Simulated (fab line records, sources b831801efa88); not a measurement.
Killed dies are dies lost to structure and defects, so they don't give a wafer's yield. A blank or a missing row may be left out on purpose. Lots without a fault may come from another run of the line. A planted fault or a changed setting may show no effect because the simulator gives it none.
Which tool did it? | flow gf180mcu | 14 lots, 42 wafers sampled, at 4 steps of a route of 602

WHAT THE GAUGES READ, wafer by wafer
GF_PSD_CD_MEAS_07: target cd 400 nm. Usual: cd_nm 400.4 nm, standard deviation 2.8.
lot  | measured     | on        | cd_nm (nm)        | flag
L838 | day 14 02:48 | cd_sem-01 | 403.2 402.5 403.2 |
L839 | day 14 10:51 | cd_sem-02 | 398.7 398.0 401.8 |
L840 | day 14 18:37 | cd_sem-01 | 398.5 396.2 396.8 |
L841 | day 15 03:24 | cd_sem-02 | 402.8 400.6 401.4 |
L845 | day 16 19:57 | cd_sem-02 | 404.1 402.8 403.1 |
L846 | day 17 01:03 | cd_sem-02 | 397.8 396.0 397.7 |
L848 | day 17 18:58 | cd_sem-01 | 399.2 400.4 398.6 |
L849 | day 18 03:10 | cd_sem-01 | 398.0 398.6 399.5 |
L851 | day 18 19:48 | cd_sem-01 | 399.7 398.7 399.4 |
L854 | day 19 18:31 | cd_sem-02 | 399.4 402.2 400.5 |
L855 | day 20 06:04 | cd_sem-01 | 404.4 401.5 405.6 |
L859 | day 21 11:03 | cd_sem-01 | 402.2 405.8 404.2 |
L860 | day 21 17:55 | cd_sem-02 | 402.3 397.9 399.8 |
L861 | day 22 14:43 | cd_sem-01 | 406.0 407.4 405.6 |

GF_PSD_RS_MEAS_14: measures by four-point-probe. Usual: NSD_RS 46.14 ohm/sq, standard deviation 0.075.
lot  | measured     | on            | NSD_RS (ohm/sq)   | flag
L838 | day 14 03:24 | film_metro-04 | 45.92 46.04 46.14 |
L839 | day 14 11:27 | film_metro-04 | 46.16 46.32 46.25 |
L840 | day 14 19:13 | film_metro-02 | 46.16 46.16 46.11 |
L841 | day 15 04:01 | film_metro-03 | 46.11 46.13 46.15 |
L845 | day 16 20:33 | film_metro-03 | 45.98 46.18 46.20 |
L846 | day 17 01:39 | film_metro-02 | 46.05 46.06 46.06 |
L848 | day 17 19:34 | film_metro-02 | 46.27 46.13 46.15 |
L849 | day 18 03:46 | film_metro-03 | 46.11 46.14 46.18 |
L851 | day 18 20:30 | film_metro-02 | 45.99 46.11 45.96 |
L854 | day 19 19:10 | film_metro-03 | 46.22 46.27 46.16 |
L855 | day 20 06:46 | film_metro-02 | 46.18 46.23 46.22 |
L859 | day 21 11:42 | film_metro-02 | 46.20 46.16 46.13 |
L860 | day 21 18:31 | film_metro-04 | 46.16 46.01 46.14 |
L861 | day 22 15:19 | film_metro-03 | 46.21 46.19 46.20 |

WHICH TOOL RAN EACH LOT (tool, then ch and the chambers of the sampled wafers, then the start)
lot  | GF_VT_IMPLANT_STRIP_31               | GF_PSD_RTA_13
L838 | plasma_asher-01 ch 0,1, day 6 22:26  | rtp_anneal-01 ch 0, day 14 03:18
L839 | plasma_asher-01 ch 0,1, day 7 03:14  | rtp_anneal-02 ch 0, day 14 11:21
L840 | plasma_asher-02 ch 0,1, day 7 08:41  | rtp_anneal-01 ch 0, day 14 19:08
L841 | plasma_asher-01 ch 0,1, day 7 14:42  | rtp_anneal-01 ch 0, day 15 03:55
L845 | plasma_asher-01 ch 0,1, day 8 21:14  | rtp_anneal-02 ch 0, day 16 20:28
L846 | plasma_asher-01 ch 0,1, day 9 02:41  | rtp_anneal-02 ch 0, day 17 01:34
L848 | plasma_asher-01 ch 0, day 9 14:18    | rtp_anneal-01 ch 0, day 17 19:29
L849 | plasma_asher-01 ch 0,1, day 9 22:42  | rtp_anneal-01 ch 0, day 18 03:41
L851 | plasma_asher-04 ch 0,1, day 10 07:02 | rtp_anneal-01 ch 0, day 18 20:20
L854 | plasma_asher-04 ch 0,1, day 11 03:15 | rtp_anneal-01 ch 0, day 19 19:05
L855 | plasma_asher-04 ch 0, day 11 12:00   | rtp_anneal-01 ch 0, day 20 06:36
L859 | plasma_asher-04 ch 0,1, day 12 16:39 | rtp_anneal-01 ch 0, day 21 11:37
L860 | plasma_asher-01 ch 0, day 12 20:27   | rtp_anneal-01 ch 0, day 21 18:26
L861 | plasma_asher-02 ch 1, day 13 09:17   | rtp_anneal-02 ch 0, day 22 15:14
- GF_VT_IMPLANT_STRIP_31: strips in O2/N2.
- GF_PSD_RTA_13: time 20 s.

WHAT THE TOOLS THEMSELVES READ (means of the sampled wafers that have a number; where no wafer has one, the mark that the record gives instead)
GF_VT_IMPLANT_STRIP_31. Usual: drypump_motor_current_A 5.6 A, standard deviation 0.48; heater_power_w 333 W, standard deviation 28; n2_flow_sccm 299.9 sccm, standard deviation 0.86; o2_flow_sccm 2999 sccm, standard deviation 8.9; oes_product_au 0.715 a.u., standard deviation 0.0045; strip_time_to_endpoint_s 12.65 s, standard deviation 0.039.
lot  | tool            | drypump_motor_current_A (A) | heater_power_w (W) | n2_flow_sccm (sccm) | o2_flow_sccm (sccm) | oes_product_au (a.u.) | strip_time_to_endpoint_s (s) | flag
L838 | plasma_asher-01 | 5.6                         | 339                | 299.4               | 2993                | 0.711                 | 12.71                        |
L839 | plasma_asher-01 | 5.6                         | 324                | 299.9               | 3004                | 0.715                 | 12.62                        |
L840 | plasma_asher-02 | 5.9                         | 320                | 300.4               | 2989                | 0.716                 | 12.69                        |
L841 | plasma_asher-01 | 5.6                         | 321                | 300.5               | 2993                | 0.718                 | 12.69                        |
L845 | plasma_asher-01 | 5.7                         | 327                | 300.0               | 3001                | 0.716                 | 12.63                        |
L846 | plasma_asher-01 | 5.6                         | 322                | 301.2               | 2402                | 0.708                 | 12.80                        | OFF
L848 | plasma_asher-01 | 5.7                         | 342                | 299.5               | 2396                | 0.713                 | 12.78                        | OFF
L849 | plasma_asher-01 | 5.6                         | 317                | 299.7               | 2404                | 0.705                 | 12.81                        | OFF
L851 | plasma_asher-04 | 5.9                         | 348                | 299.6               | 3008                | 0.716                 | 12.69                        |
L854 | plasma_asher-04 | 5.8                         | 351                | 300.1               | 2988                | 0.717                 | 12.66                        |
L855 | plasma_asher-04 | 4.7                         | 344                | 299.8               | 3007                | 0.719                 | 12.65                        |
L859 | plasma_asher-04 | 5.8                         | 351                | 299.6               | 3007                | 0.715                 | 12.64                        |
L860 | plasma_asher-01 | 5.7                         | 340                | 299.5               | 3011                | 0.712                 | 12.67                        |
L861 | plasma_asher-02 | 5.2                         | 392                | 299.8               | 3002                | 0.715                 | 12.65                        |

GF_PSD_RTA_13. Usual: lamp_power_pct 33.9 %, standard deviation 2.3; wafer_temp_C_max 1027.7, standard deviation 1.
lot  | tool          | lamp_power_pct (%) | wafer_temp_C_max | flag
L838 | rtp_anneal-01 | 35.4               | 1027.4           |
L839 | rtp_anneal-02 | 30.3               | 1029.1           |
L840 | rtp_anneal-01 | 35.4               | 1027.4           |
L841 | rtp_anneal-01 | 35.3               | 1027.0           |
L845 | rtp_anneal-02 | 30.3               | 1028.7           |
L846 | rtp_anneal-02 | 30.3               | 1028.6           |
L848 | rtp_anneal-01 | 35.3               | 1026.6           |
L849 | rtp_anneal-01 | 35.4               | 1027.8           |
L851 | rtp_anneal-01 | 35.3               | 1027.1           |
L854 | rtp_anneal-01 | 35.3               | 1027.0           |
L855 | rtp_anneal-01 | 35.4               | 1026.9           |
L859 | rtp_anneal-01 | 35.3               | 1026.6           |
L860 | rtp_anneal-01 | 35.3               | 1027.7           |
L861 | rtp_anneal-02 | 30.3               | 1028.3           |

THE ANSWER, worked out from the rows above alone
Rule: a lot is off if the mean of its wafers that have a number lies more than 3 standard deviations from the usual mean. A lot without any number at a reading at which 4 lots or more have one is off too. The other lots that the step has rows for count as sound. The gauges are gone through in route order, then the tools' own readings, and for those a lot's mean is taken as printed above. The first step at which some lot is off is used, and at that step the reading that is off furthest; a lot without a number counts as furthest.
Off: L846, L848, L849, at GF_VT_IMPLANT_STRIP_31 (o2_flow_sccm).
A tool fits if, at that step or a process step before it, it ran every lot that is off, and no sound lot after the first of them. None of those tried fits.

WHAT THE SIMULATOR HAD PUT IN
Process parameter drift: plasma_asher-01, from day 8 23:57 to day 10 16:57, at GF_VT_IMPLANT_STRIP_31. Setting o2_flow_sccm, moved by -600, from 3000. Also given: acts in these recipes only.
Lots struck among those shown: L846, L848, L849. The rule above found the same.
